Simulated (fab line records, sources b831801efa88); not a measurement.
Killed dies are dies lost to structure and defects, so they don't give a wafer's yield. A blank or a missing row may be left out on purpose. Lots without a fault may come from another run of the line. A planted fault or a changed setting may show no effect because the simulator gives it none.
A struck lot beside a sound one | flow sky130 | 17 steps out of a route of 708
Sound: wafers L104.1, L104.2, L104.6. Struck: wafers L998.3, L998.4, L998.5. The cause comes at the end.
At each step with rows: each side's tool, then ch and its chambers, then its first start. Under that, the readings that differ: sound wafers | struck wafers | difference of the means | sigmas: that difference in standard deviations of wafers without a fault.
alike: readings whose means differ by less than 2 such deviations, and words and numbers that are the same on both sides. not compared: withheld readings, readings that some wafer has no value for, bounds like >300 that may hide the same value, and numbers for which the record gives no deviation and whose values overlap.
The two part at a step that has a row with sigmas, a row that says differs or no value, or rows on one side only. Numbers that don't overlap but have no deviation are shown without sigmas and don't part them. A reading that every wafer of one side lacks parts them only if that side has two wafers or more.

SKY_LDD_HVN_OVL_MEAS_07:
  sound on overlay-02, day 26 22:08; struck on overlay-01, day 24 19:46
  alike: LDD_HVN_OVL
then, 1 step without rows for these wafers: SKY_LDD_HVN_IMPLANT_08.
SKY_LDD_HVN_STRIP_09: strips in O2/N2.
  sound on plasma_asher-04 ch 0,1, day 26 22:20; struck on plasma_asher-04 ch 0,1, day 24 19:58
  alike: drypump_motor_current_A, oes_product_au, strip_time_to_endpoint_s
  not compared: rf_hours_counter_h
SKY_LDD_HVN_TW_MEAS_10:
  sound on film_metro-02, day 26 22:26; struck on film_metro-01, day 24 20:03
  alike: LDD_HVN_TW
then, 7 steps without rows for these wafers: SKY_LDD_HVP_DEHYDRATE_00 (time 60 s); SKY_LDD_HVP_HMDS_01 (prime time 60 s); SKY_LDD_HVP_COAT_02 (resist thk 300 nm); SKY_LDD_HVP_SOFTBAKE_03 (time 60 s); SKY_LDD_HVP_EXPOSE_04 (exposes mask HVPTM, target cd 700 nm); SKY_LDD_HVP_PEB_05; SKY_LDD_HVP_DEVELOP_06 (develop time 60 s).
SKY_LDD_HVP_OVL_MEAS_07:
  sound on overlay-01, day 28 03:38; struck on overlay-01, day 26 01:50
  alike: LDD_HVP_OVL
SKY_LDD_HVP_IMPLANT_08:
  sound on implanter-01 ch 0, day 28 03:41; struck on implanter-02 ch 0, day 26 01:54
  reading                   | sound                | struck               | difference | sigmas
  beam_energy_keV           | 19.994 19.997 19.996 | 16.703 16.705 16.703 | -3.292     | -99 or more
  model.implant.rp_nm (nm)  | 59.79 59.79 59.79    | 53.74 53.74 53.74    | -6.05      |
  model.implant.drp_nm (nm) | 28.53 28.53 28.53    | 25.06 25.06 25.06    | -3.47      |
  alike: dose_ions_cm2, tilt_deg
SKY_LDD_HVP_STRIP_09: strips in O2/N2.
  sound on plasma_asher-03 ch 0,1, day 28 03:50; struck on plasma_asher-01 ch 0,1, day 26 02:02
  alike: drypump_motor_current_A, oes_product_au, strip_time_to_endpoint_s
  not compared: rf_hours_counter_h
SKY_LDD_HVP_TW_MEAS_10:
  sound on film_metro-03, day 28 03:56; struck on film_metro-03, day 26 02:07
  reading    | sound       | struck      | difference | sigmas
  LDD_HVP_TW | 454 457 454 | 441 440 438 | -15        | -3
then, 1 step without rows for these wafers: SKY_LDD_LDN_DEHYDRATE_00 (time 60 s).
-- the record jumps here: 23 days lie between the struck wafers' starts before and after (it left off in module LDD_LDN and takes up again in module PAD_OPEN, whose first step shown is number 708 of the route) --
SKY_PAD_OPEN_PROBE_99:
  sound on prober-02, day 49 23:37; struck on prober-01, day 48 19:43
  reading                                   | sound                   | struck                 | difference | sigmas
  model.etest.tip_p_5v.rs_ohm_sq            | 2877 2896 2892          | 2939 2931 2938         | +48        |
  model.etest.pfet_g5v0d10v5.off_log10_a_um | -12.19 -12.82 -12.46    | -12.96 -12.97 -12.84   | -0.43      |
  model.etest.pfet_g5v0d10v5.vt_sat_v (V)   | -0.6038 -0.6571 -0.6432 | -0.6764 -0.6758 -0.672 | -0.0400    |
  alike: killed_at_M0_to_M3, killed_at_M4_up, killed_at_contacts, killed_at_front_end, killed_at_other, killed_dies, killed_open, killed_short

WHERE THEY PART
First at SKY_LDD_HVP_IMPLANT_08; last, within this record, at SKY_LDD_HVP_TW_MEAS_10. Later steps at which nothing parts them and some readings are alike: SKY_PAD_OPEN_PROBE_99.

WHY: what the simulator had put in
Process parameter drift: implanter-02, from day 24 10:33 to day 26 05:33, at SKY_LDD_HVP_IMPLANT_08. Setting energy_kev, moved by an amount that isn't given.
